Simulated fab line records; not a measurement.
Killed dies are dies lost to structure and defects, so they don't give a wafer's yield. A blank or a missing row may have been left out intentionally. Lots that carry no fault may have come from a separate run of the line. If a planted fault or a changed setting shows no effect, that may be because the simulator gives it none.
Matching of chambers || flow gf180mcu || 4 sister chambers for GF_V3_ETCH_16 on rie-diel-01
The step etches BARC in N2/H2. 16 wafers are shown with their chamber, then 8 later ones without.

== WAFERS WITH THEIR CHAMBER ==
{"wafer": "L837.1", "chamber": 0, "drypump-motor-current-A (A)": 5.4, "oes-product-au (a.u.)": 0.857, "throttle-valve-pct (%)": 13.217}
{"wafer": "L837.2", "chamber": 3, "drypump-motor-current-A (A)": 6.0, "oes-product-au (a.u.)": 0.846, "throttle-valve-pct (%)": 13.228}
{"wafer": "L837.3", "chamber": 1, "drypump-motor-current-A (A)": 5.1, "oes-product-au (a.u.)": 0.858, "throttle-valve-pct (%)": 13.223}
{"wafer": "L838.1", "chamber": 1, "drypump-motor-current-A (A)": 5.2, "oes-product-au (a.u.)": 0.862, "throttle-valve-pct (%)": 13.217}
{"wafer": "L838.2", "chamber": 3, "drypump-motor-current-A (A)": 6.0, "oes-product-au (a.u.)": 0.863, "throttle-valve-pct (%)": 13.214}
{"wafer": "L838.5", "chamber": 3, "drypump-motor-current-A (A)": 6.0, "oes-product-au (a.u.)": 0.856, "throttle-valve-pct (%)": 13.220}
{"wafer": "L841.1", "chamber": 3, "drypump-motor-current-A (A)": 6.0, "oes-product-au (a.u.)": 0.861, "throttle-valve-pct (%)": 13.216}
{"wafer": "L841.3", "chamber": 1, "drypump-motor-current-A (A)": 5.2, "oes-product-au (a.u.)": 0.861, "throttle-valve-pct (%)": 13.206}
{"wafer": "L841.6", "chamber": 0, "drypump-motor-current-A (A)": 5.4, "oes-product-au (a.u.)": 0.852, "throttle-valve-pct (%)": 13.208}
{"wafer": "L845.2", "chamber": 2, "drypump-motor-current-A (A)": 5.9, "oes-product-au (a.u.)": 0.849, "throttle-valve-pct (%)": 13.229}
{"wafer": "L845.4", "chamber": 3, "drypump-motor-current-A (A)": 6.0, "oes-product-au (a.u.)": 0.856, "throttle-valve-pct (%)": 13.236}
{"wafer": "L845.5", "chamber": 2, "drypump-motor-current-A (A)": 5.8, "oes-product-au (a.u.)": 0.849, "throttle-valve-pct (%)": 13.231}
{"wafer": "L846.2", "chamber": 0, "drypump-motor-current-A (A)": 5.4, "oes-product-au (a.u.)": 0.856, "throttle-valve-pct (%)": 13.226}
{"wafer": "L846.5", "chamber": 3, "drypump-motor-current-A (A)": 6.0, "oes-product-au (a.u.)": 0.853, "throttle-valve-pct (%)": 13.235}
{"wafer": "L846.6", "chamber": 2, "drypump-motor-current-A (A)": 5.9, "oes-product-au (a.u.)": 0.852, "throttle-valve-pct (%)": 13.214}
{"wafer": "L847.2", "chamber": 3, "drypump-motor-current-A (A)": 6.0, "oes-product-au (a.u.)": 0.854, "throttle-valve-pct (%)": 13.247}

SIGNATURES (means of the wafers above)
{"reading": "drypump-motor-current-A", "chamber 0": 5.400, "chamber 1": 5.167, "chamber 2": 5.867, "chamber 3": 6.000, "scatter within a chamber": 0.0333}
{"reading": "oes-product-au", "chamber 0": 0.85500, "chamber 1": 0.86033, "chamber 2": 0.85000, "chamber 3": 0.85557, "scatter within a chamber": 0.00423}
{"reading": "throttle-valve-pct", "chamber 0": 13.21700, "chamber 1": 13.21533, "chamber 2": 13.22467, "chamber 3": 13.22800, "scatter within a chamber": 0.0107}
Rule: a wafer's distance from a chamber is the root of the sum, over the readings, of the square of ((its reading less the chamber's mean) divided by the reading's scatter). If the next closest chamber is less than 2 further off than the closest, the wafer can't be placed; otherwise it belongs to the closest. The scatter: the root of (the sum of the squares of (reading less its chamber's mean) over the shown wafers, divided by (wafers less chambers)).

== WAFERS WHOSE CHAMBER IS MISSING ==
{"wafer": "L847.5", "drypump-motor-current-A (A)": 5.4, "oes-product-au (a.u.)": 0.848, "throttle-valve-pct (%)": 13.225}
{"wafer": "L847.6", "drypump-motor-current-A (A)": 5.2, "oes-product-au (a.u.)": 0.850, "throttle-valve-pct (%)": 13.225}
{"wafer": "L857.3", "drypump-motor-current-A (A)": 6.0, "oes-product-au (a.u.)": 0.859, "throttle-valve-pct (%)": 13.235}
{"wafer": "L857.5", "drypump-motor-current-A (A)": 6.0, "oes-product-au (a.u.)": 0.850, "throttle-valve-pct (%)": 13.211}
{"wafer": "L857.6", "drypump-motor-current-A (A)": 5.9, "oes-product-au (a.u.)": 0.854, "throttle-valve-pct (%)": 13.216}
{"wafer": "L859.2", "drypump-motor-current-A (A)": 5.9, "oes-product-au (a.u.)": 0.854, "throttle-valve-pct (%)": 13.236}
{"wafer": "L859.3", "drypump-motor-current-A (A)": 5.4, "oes-product-au (a.u.)": 0.847, "throttle-valve-pct (%)": 13.211}
{"wafer": "L859.5", "drypump-motor-current-A (A)": 6.0, "oes-product-au (a.u.)": 0.845, "throttle-valve-pct (%)": 13.215}

== CHAMBER TAKEN BY EACH ==
{"wafer": "L847.5", "from the rows above": 0, "in truth": 0}
{"wafer": "L847.6", "from the rows above": 1, "in truth": 1}
{"wafer": "L857.3", "from the rows above": 3, "in truth": 3}
{"wafer": "L857.5", "from the rows above": 3, "in truth": 3}
{"wafer": "L857.6", "from the rows above": "can't be placed: 2 or 3", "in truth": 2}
{"wafer": "L859.2", "from the rows above": "can't be placed: 2 or 3", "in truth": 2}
{"wafer": "L859.3", "from the rows above": 0, "in truth": 0}
{"wafer": "L859.5", "from the rows above": "can't be placed: 3 or 2", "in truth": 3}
5 of 8 placed correctly. From these rows, 3 cannot be placed; in 3 the true chamber is one of the candidates. Placed wrongly: 0.
